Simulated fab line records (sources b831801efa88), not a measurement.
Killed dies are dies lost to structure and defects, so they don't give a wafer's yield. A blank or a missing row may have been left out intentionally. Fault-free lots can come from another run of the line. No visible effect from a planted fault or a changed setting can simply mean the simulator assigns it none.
What tool caused it? | flow gf180mcu | 14 lots with 41 wafers sampled at 3 steps, on a route of 602 steps

## WHAT THE GAUGES SHOWED, per wafer
GF_V3_BOW_MEAS_05. Usual: V3_BOW gives 117 um (standard deviation 7.7).
lot  | measured     | on           | V3_BOW (um) | flag
L337 | day 21 16:21 | filmMetro-02 | 116 124 118 | 
L339 | day 22 14:35 | filmMetro-03 | 126 121 120 | 
L340 | day 22 18:18 | filmMetro-03 | 106 117 113 | 
L341 | day 23 02:02 | filmMetro-01 | 116 119 141 | 
L342 | day 23 03:45 | filmMetro-02 | 114 110 118 | 
L344 | day 24 09:10 | filmMetro-03 | 125 114     | 
L345 | day 24 10:41 | filmMetro-02 | 104 97 109  | 
L346 | day 24 13:11 | filmMetro-02 | 107 113 119 | 
L347 | day 24 23:47 | filmMetro-01 | 132 125 129 | 
L349 | day 25 19:01 | filmMetro-03 | 115 106 109 | 
L352 | day 26 14:10 | filmMetro-02 | 125 120 117 | 
L353 | day 26 18:01 | filmMetro-03 | 118 115 108 | 
L357 | day 27 22:58 | filmMetro-02 | 110 101 106 | 
L358 | day 28 09:48 | filmMetro-01 | 115 100 127 | 

GF_V3_OVL_MEAS_15. Usual: V3_OVL gives -3 nm (standard deviation 4.9).
lot  | measured     | on         | V3_OVL (nm) | flag
L337 | day 22 15:31 | overlay-01 | -11 -11 -10 | 
L339 | day 23 13:46 | overlay-01 | 9 -6 -1     | 
L340 | day 23 17:01 | overlay-01 | -1 -4 -6    | 
L341 | day 24 00:37 | overlay-01 | 0 -7 -5     | 
L342 | day 24 02:38 | overlay-01 | -7 0 -1     | 
L344 | day 25 06:58 | overlay-01 | -2 -6       | 
L345 | day 25 07:55 | overlay-02 | -3 -2 -11   | 
L346 | day 25 10:46 | overlay-02 | -7 -2 -7    | 
L347 | day 25 21:34 | overlay-01 | 3 1 0       | 
L349 | day 26 15:55 | overlay-02 | 1 -2 -1     | 
L352 | day 27 11:04 | overlay-01 | -1 1 3      | 
L353 | day 27 14:43 | overlay-02 | -10 -14 -11 | 
L357 | day 28 18:54 | overlay-02 | -4 1 -13    | 
L358 | day 29 05:24 | overlay-02 | -10 -8 -11  | 

## WHICH TOOL RAN EACH LOT (tool, then ch and the chambers of the sampled wafers, then the start)
lot  | GF_M3_STRIP_18
L337 | wetBench-03 ch 1, day 21 14:59
L339 | wetBench-03 ch 3, day 22 13:35
L340 | wetBench-01 ch 2, day 22 17:17
L341 | wetBench-02 ch 2, day 23 01:01
L342 | wetBench-02 ch 2, day 23 02:41
L344 | wetBench-03 ch 3, day 24 08:08
L345 | wetBench-01 ch 2, day 24 09:41
L346 | wetBench-03 ch 0, day 24 12:11
L347 | wetBench-02 ch 0, day 24 22:47
L349 | wetBench-03 ch 0, day 25 17:57
L352 | wetBench-02 ch 0, day 26 13:08
L353 | wetBench-03 ch 1, day 26 16:59
L357 | wetBench-02 ch 2, day 27 21:56
L358 | wetBench-02 ch 0, day 28 08:46
- GF_M3_STRIP_18: strips in post etch residue remover, time 1200 s.

## WHAT THE TOOLS THEMSELVES READ (means of the sampled wafers that have a number; where no wafer has one, the mark that the record gives instead)
GF_M3_STRIP_18. Usual: bathGuardTempC 72.5 C, standard deviation 0.57; runLengthS 1227 s, standard deviation 3.1.
lot  | tool        | bathGuardTempC (C) | runLengthS (s) | flag
L337 | wetBench-03 | 73.4               | 1233           | 
L339 | wetBench-03 | 72.5               | 1224           | 
L340 | wetBench-01 | 72.5               | 1224           | 
L341 | wetBench-02 | 72.8               | 1225           | 
L342 | wetBench-02 | 72.7               | 1225           | 
L344 | wetBench-03 | 72.3               | 1232           | 
L345 | wetBench-01 | 72.1               | 1224           | 
L346 | wetBench-03 | 72.7               | 1226           | 
L347 | wetBench-02 | 71.7               | 1227           | 
L349 | wetBench-03 | 72.7               | 967            | OFF
L352 | wetBench-02 | 71.4               | 1226           | 
L353 | wetBench-03 | 73.3               | 960            | OFF
L357 | wetBench-02 | 72.6               | 1233           | 
L358 | wetBench-02 | 71.5               | 1227           | 

## THE ANSWER, worked out from the rows above alone
Rule: a lot counts as off when the mean over its wafers that have a number is more than 3 standard deviations away from the usual mean. A lot without any number at a reading at which 4 lots or more have one is off too. Any other lot the step has rows for is counted as sound. After the gauges, taken in route order, come the tools' own readings; for these a lot's mean is taken, as printed above. The first step at which some lot is off is used, and at that step the reading that is off furthest; a lot without a number counts as furthest.
Off: L349, L353, at GF_M3_STRIP_18 (runLengthS).
If a tool, at that step or one of the process steps before it, ran each lot that is off and ran no sound lot following the first of them, it fits. One fits: wetBench-03 at GF_M3_STRIP_18. A fault onset in the window from L346 (day 24 12:11, its last sound lot) to L349 (day 25 17:57, its first lot off) fits.
On the lots that are off, the tool's own readings at GF_M3_STRIP_18 differ by more than 5 times the standard deviation of the sound lots' means, which bears it out; runLengthS reads 964 s there versus 1227 s on the sound lots.

## WHAT THE SIMULATOR HAD PUT IN
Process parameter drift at GF_M3_STRIP_18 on wetBench-03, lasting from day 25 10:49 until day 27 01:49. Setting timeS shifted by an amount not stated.
Struck lots among those shown: L349, L353. The rule above reached the same finding.
